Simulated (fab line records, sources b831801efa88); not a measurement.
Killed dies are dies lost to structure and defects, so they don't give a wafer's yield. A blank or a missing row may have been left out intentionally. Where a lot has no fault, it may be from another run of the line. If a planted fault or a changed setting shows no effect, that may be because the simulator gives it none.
fab line records + flow sky130
record:
- lots: 7
- wafers: 21
- last-day: 50
route steps=708 shown RES_XHIGH@332 SD_N@342
lots untouched by any fault: they come from a run of this same line in which no faults occurred
start-h: start of the lot's first displayed wafer, in hours after the record's first day + wait-h: hours from the lot's prior step to this one + " unchanged from the row above + L1.1+2: a single row standing in for several wafers + - value missing, or start not given + * or withheld: withheld + < > ~ a bound
route shown NAME@n: a module of which the file shows steps, and the number in the route of the first + usual: the fault-free wafers' mean and standard deviation + same: alike in all rows + chamber/n: place in a boat + sites: readings site by site + _std_site: standard deviation of those values + _edge_site: mean of outer sites minus mean of inner sites + radius-mm: how far each site lies from the wafer's centre + mask NAME#n: copy n + behind: the tool/chamber that last shaped the wafer + hold: why the lot went on hold/how many hours it stayed there/how the hold came to an end + device: the transistor (n, p or np) that didn't switch + end of line: the same wafers' tests at the end of the route + a step given without rows: its recipe and nothing more + killed: not the wafer's yield, but the dies lost to structure and defects at the first sort + map: a wafer's dies, x killed, . not, _ none there
set.NAME: the run value of the setting; set.NAME@STEP: its run value at that earlier step + model.NAME: the simulator's own value behind a step, which no gauge read
certain route steps with their lots: each step a table, each wafer a row
services: when a tool's chamber went out of use (start-h, in hours from the record's first day, below 0 if earlier), for how many hours, and the reason
== steps ==
step: SKY_RES_XHIGH_DEHYDRATE_00
recipe:
- temp-c: 200
- time-s: 60
step: SKY_RES_XHIGH_HMDS_01
recipe:
- prime-time-s: 60
- prime-temp-c: 120
step: SKY_RES_XHIGH_COAT_02
recipe:
- resist: NOVOLAK
- spin-rpm: 3000
- resist-thk-nm: 1140
step: SKY_RES_XHIGH_SOFTBAKE_03
recipe:
- temp-c: 90
- time-s: 60
- resist: NOVOLAK
step: SKY_RES_XHIGH_EXPOSE_04
recipe:
- mask-id: URPM
- na: 0.6
- source-shape: conventional
- sigma-outer: 0.6
- polarization: unpolarized
- target-cd-nm: 1270
- dose-mj: 140
step: SKY_RES_XHIGH_PEB_05
recipe:
- temp-c: withheld
- time-s: *
- resist: NOVOLAK
step: SKY_RES_XHIGH_DEVELOP_06
recipe:
- resist: NOVOLAK
- developer: TMAH
- develop-time-s: 60
- dev-temp-c: 23
step: SKY_RES_XHIGH_IMPLANT_07
recipe:
- species: BF2
- energy-kev: 20
- dose-cm2: 3.6e+14
- tilt-deg: 0
step: SKY_RES_XHIGH_STRIP_08
recipe:
- chemistry: O2/N2
- power-w: 1400
- pressure-mtorr: 1500
- platen-temp-c: withheld
- o2-flow-sccm: 3000
- n2-flow-sccm: 300
- overash-fraction: 0.5
usual:
- chamber-pressure-mTorr: 1499.9/1.4
- drypump-motor-current-A: 5.68/0.3
- oes-product-au: 0.711/0.0042
- strip-time-to-endpoint-s: 14.26/0.045
| lot.wafer | tool            | chamber | start-h | wait-h | chamber-pressure-mTorr | drypump-motor-current-A | oes-product-au | rf-hours-counter-h | strip-time-to-endpoint-s |
|-----------|-----------------|---------|---------|--------|------------------------|-------------------------|----------------|--------------------|--------------------------|
| L628.2    | plasma-asher-03 | 0       | 661.08  | 0.1    | 1500.1                 | 5.20                    | 0.707          | 23                 | 14.22                    |
| L628.5    | "               | 0       | "       | "      | 1499.9                 | 5.22                    | 0.710          | -                  | 14.21                    |
| L628.6    | "               | 1       | "       | "      | 1499.5                 | 5.93                    | 0.718          | -                  | 14.22                    |
| L639.1    | plasma-asher-03 | 1       | 732.71  | 0.1    | 1498.8                 | 5.93                    | 0.715          | 29                 | 14.19                    |
| L639.4    | "               | 1       | "       | "      | 1499.7                 | 5.93                    | 0.704          | -                  | 14.24                    |
| L639.5    | "               | 0       | "       | "      | 1497.7                 | 5.20                    | 0.710          | -                  | 14.23                    |
| L640.1    | plasma-asher-04 | 0       | 758.38  | 0.1    | 1501.3                 | 6.09                    | 0.708          | 62                 | 14.26                    |
| L640.5    | "               | 1       | "       | "      | 1499.9                 | 5.68                    | 0.714          | -                  | 14.25                    |
| L640.6    | "               | 0       | "       | "      | 1499.2                 | 6.10                    | 0.701          | -                  | 14.26                    |
| L642.3    | plasma-asher-04 | 1       | 772.41  | 0.1    | 1498.8                 | 5.70                    | 0.708          | -                  | 14.26                    |
| L642.5    | "               | 1       | "       | "      | 1500.9                 | 5.73                    | 0.706          | -                  | 14.26                    |
| L642.6    | "               | 0       | "       | "      | 1497.9                 | 6.08                    | 0.713          | -                  | 14.31                    |
| L641.1    | plasma-asher-04 | 1       | 773.90  | 0.1    | 1501.5                 | 5.72                    | 0.709          | 63                 | 14.17                    |
| L641.2    | "               | 0       | "       | "      | 1499.4                 | 6.08                    | 0.712          | 63                 | 14.17                    |
| L641.4    | "               | 1       | "       | "      | 1499.0                 | 5.67                    | 0.706          | -                  | 14.19                    |
| L644.2    | plasma-asher-04 | 0       | 778.56  | 0.1    | 1498.4                 | 6.10                    | 0.709          | 64                 | 14.23                    |
| L644.3    | "               | 0       | "       | "      | 1501.8                 | 6.08                    | 0.702          | -                  | 14.20                    |
| L644.4    | "               | 1       | "       | "      | 1503.9                 | 5.70                    | 0.710          | -                  | 14.22                    |
| L647.1    | plasma-asher-04 | 1       | 800.66  | 0.1    | 1500.0                 | 5.75                    | 0.707          | 66                 | 14.20                    |
| L647.3    | "               | 1       | "       | "      | 1500.8                 | 5.78                    | 0.713          | -                  | 14.20                    |
| L647.5    | "               | 0       | "       | "      | 1500.4                 | 6.04                    | 0.705          | -                  | 14.23                    |
step: SKY_RES_XHIGH_TW_MEAS_09
usual:
- RES_XHIGH_TW: 1624/17
| lot.wafer | tool          | chamber | start-h | wait-h | RES_XHIGH_TW |
|-----------|---------------|---------|---------|--------|--------------|
| L628.2    | film-metro-03 | -       | 661.19  | 0.1    | 1626         |
| L628.5    | "             | -       | "       | "      | 1624         |
| L628.6    | "             | -       | "       | "      | 1617         |
| L639.1    | film-metro-04 | -       | 732.81  | 0.1    | 1605         |
| L639.4    | "             | -       | "       | "      | 1606         |
| L639.5    | "             | -       | "       | "      | 1606         |
| L640.1    | film-metro-03 | -       | 758.48  | 0.1    | 1650         |
| L640.5    | "             | -       | "       | "      | 1645         |
| L640.6    | "             | -       | "       | "      | 1638         |
| L642.3    | film-metro-04 | -       | 772.50  | 0.1    | 1602         |
| L642.5    | "             | -       | "       | "      | 1603         |
| L642.6    | "             | -       | "       | "      | 1605         |
| L641.1    | film-metro-02 | -       | 774.03  | 0.1    | 1648         |
| L641.2    | "             | -       | "       | "      | 1641         |
| L641.4    | "             | -       | "       | "      | 1648         |
| L644.2    | film-metro-02 | -       | 778.67  | 0.1    | 1629         |
| L644.3    | "             | -       | "       | "      | 1639         |
| L644.4    | "             | -       | "       | "      | 1649         |
| L647.1    | film-metro-04 | -       | 800.76  | 0.1    | 1607         |
| L647.3    | "             | -       | "       | "      | 1613         |
| L647.5    | "             | -       | "       | "      | 1607         |
step: SKY_SD_N_DEHYDRATE_00
recipe:
- temp-c: 200
- time-s: 60
step: SKY_SD_N_HMDS_01
recipe:
- prime-time-s: 60
- prime-temp-c: 120
step: SKY_SD_N_COAT_02
recipe:
- resist: NOVOLAK
- spin-rpm: 3000
- resist-thk-nm: 1140
usual:
- chill-plate-temp-C: 23.00/0.091
- dispense-pressure-kPa: 50/3.1
| lot.wafer | tool           | chamber | start-h | wait-h | chill-plate-temp-C | dispense-pressure-kPa |
|-----------|----------------|---------|---------|--------|--------------------|-----------------------|
| L628.2    | litho-track-04 | 0       | 674.95  | 0.1    | 23.05              | 54                    |
| L628.5    | "              | 0       | "       | "      | 23.07              | 54                    |
| L628.6    | "              | 0       | "       | "      | 23.09              | 54                    |
| L639.1    | litho-track-01 | -       | 746.40  | 0.1    | -                  | -                     |
| L639.4    | "              | -       | "       | "      | -                  | -                     |
| L639.5    | "              | -       | "       | "      | -                  | -                     |
| L640.1    | litho-track-02 | -       | 771.23  | 0.1    | -                  | -                     |
| L640.5    | "              | -       | "       | "      | -                  | -                     |
| L640.6    | "              | -       | "       | "      | -                  | -                     |
| L642.3    | litho-track-02 | -       | 785.18  | 0.1    | -                  | -                     |
| L642.5    | "              | -       | "       | "      | -                  | -                     |
| L642.6    | "              | -       | "       | "      | -                  | -                     |
| L641.1    | litho-track-02 | 0       | 787.43  | 0.1    | 23.01              | 47                    |
| L641.2    | "              | 0       | "       | "      | 23.08              | 47                    |
| L641.4    | "              | 0       | "       | "      | 23.02              | 47                    |
| L644.2    | litho-track-04 | 0       | 790.70  | 0.1    | 23.07              | 54                    |
| L644.3    | "              | 0       | "       | "      | 22.96              | 54                    |
| L644.4    | "              | 0       | "       | "      | 22.86              | 54                    |
| L647.1    | litho-track-04 | 0       | 813.68  | 0.1    | 22.94              | 54                    |
| L647.3    | "              | 0       | "       | "      | 22.97              | 54                    |
| L647.5    | "              | 0       | "       | "      | 23.03              | 54                    |
step: SKY_SD_N_SOFTBAKE_03
recipe:
- temp-c: 90
- time-s: 60
- resist: NOVOLAK
step: SKY_SD_N_EXPOSE_04
recipe:
- mask-id: NSDM
- na: 0.6
- source-shape: conventional
- sigma-outer: 0.6
- polarization: unpolarized
- target-cd-nm: 380
- dose-mj: 141
step: SKY_SD_N_PEB_05
recipe:
- temp-c: withheld
- time-s: *
- resist: NOVOLAK
step: SKY_SD_N_DEVELOP_06
recipe:
- resist: NOVOLAK
- developer: TMAH
- develop-time-s: 60
- dev-temp-c: 23
step: SKY_SD_N_CD_MEAS_07
recipe:
- target-cd-nm: 380
usual:
- cd-nm: 380.0/2.4
| lot.wafer | tool      | chamber | start-h | wait-h | cd-nm |
|-----------|-----------|---------|---------|--------|-------|
| L628.2    | cd-sem-02 | -       | 689.00  | 0.1    | 381.0 |
| L628.5    | "         | -       | "       | "      | 377.7 |
| L628.6    | "         | -       | "       | "      | 378.3 |
| L639.1    | cd-sem-02 | -       | 759.78  | 0.1    | -     |
| L639.4    | "         | -       | "       | "      | -     |
| L639.5    | "         | -       | "       | "      | -     |
| L640.1    | cd-sem-02 | -       | 784.70  | 0.1    | -     |
| L640.5    | "         | -       | "       | "      | -     |
| L640.6    | "         | -       | "       | "      | -     |
| L642.3    | cd-sem-02 | -       | 797.77  | 0.1    | -     |
| L642.5    | "         | -       | "       | "      | -     |
| L642.6    | "         | -       | "       | "      | -     |
| L641.1    | cd-sem-02 | -       | 801.03  | 0.1    | 380.2 |
| L641.2    | "         | -       | "       | "      | 379.8 |
| L641.4    | "         | -       | "       | "      | 382.6 |
| L644.2    | cd-sem-02 | -       | 804.10  | 0.1    | 380.8 |
| L644.3    | "         | -       | "       | "      | 380.5 |
| L644.4    | "         | -       | "       | "      | 380.3 |
| L647.1    | cd-sem-01 | -       | 826.35  | 0.1    | 379.9 |
| L647.3    | "         | -       | "       | "      | 382.0 |
| L647.5    | "         | -       | "       | "      | 380.0 |
step: SKY_SD_N_OVL_MEAS_08
usual:
- SD_N_OVL: -0.2/1.3
| lot.wafer | tool       | chamber | start-h | wait-h | SD_N_OVL[nm] |
|-----------|------------|---------|---------|--------|--------------|
| L628.2    | overlay-02 | -       | 689.11  | 0.1    | 0.3          |
| L628.5    | "          | -       | "       | "      | -0.2         |
| L628.6    | "          | -       | "       | "      | -0.6         |
| L639.1    | overlay-02 | -       | 759.90  | 0.1    | -            |
| L639.4    | "          | -       | "       | "      | -            |
| L639.5    | "          | -       | "       | "      | -            |
| L640.1    | overlay-01 | -       | 784.82  | 0.1    | -            |
| L640.5    | "          | -       | "       | "      | -            |
| L640.6    | "          | -       | "       | "      | -            |
| L642.3    | overlay-01 | -       | 797.86  | 0.1    | -            |
| L642.5    | "          | -       | "       | "      | -            |
| L642.6    | "          | -       | "       | "      | -            |
| L641.1    | overlay-02 | -       | 801.15  | 0.1    | -0.8         |
| L641.2    | "          | -       | "       | "      | 0.2          |
| L641.4    | "          | -       | "       | "      | -1.3         |
| L644.2    | overlay-01 | -       | 804.21  | 0.1    | 0.5          |
| L644.3    | "          | -       | "       | "      | 2.3          |
| L644.4    | "          | -       | "       | "      | 1.2          |
| L647.1    | overlay-02 | -       | 826.47  | 0.1    | -1.6         |
| L647.3    | "          | -       | "       | "      | -1.1         |
| L647.5    | "          | -       | "       | "      | -2.4         |
== services ==
| tool            | chamber | start-h | hours | kind   |
|-----------------|---------|---------|-------|--------|
| plasma-asher-03 | -       | 700.71  | 2.8   | pm     |
| plasma-asher-03 | -       | 706.02  | 11.1  | repair |
| plasma-asher-03 | -       | 754.58  | 12.2  | pm     |
== key ==
first-sign:
- step: SKY_SD_N_COAT_02
- reading: tool-record
- direction: missing
effect:
- step: SKY_SD_N_CD_MEAS_07
- reading: cd-nm
- direction: missing
effect:
- step: SKY_SD_N_OVL_MEAS_08
- reading: SD_N_OVL
- direction: missing
met-at SKY_SD_N_COAT_02
struck-wafers L639.1,L639.4,L639.5,L640.1,L640.5,L640.6,L642.3,L642.5,L642.6
sort-left-out L639.1,L639.4,L639.5,L640.1,L640.5,L640.6,L642.3,L642.5,L642.6
tester-left-out L639,L640,L642
fault:
- kind: skipped-step-whole
- tool: litho-track-01,litho-track-02
- chamber: -
- onset-h: 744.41
- steps: SKY_SD_N_COAT_02
- scope: struck-lots-only
tester-left-out: of these lots the tester's yield and bins aren't shown, on N5 and GAA mostly nor the transistor test; their killed dies are dies lost to structure and defects alone, not to doping, threshold or leakage, so they don't give the yield
sort-left-out: the simulated sort isn't trusted on such a fault, so these wafers' sort isn't shown, and their yield isn't known
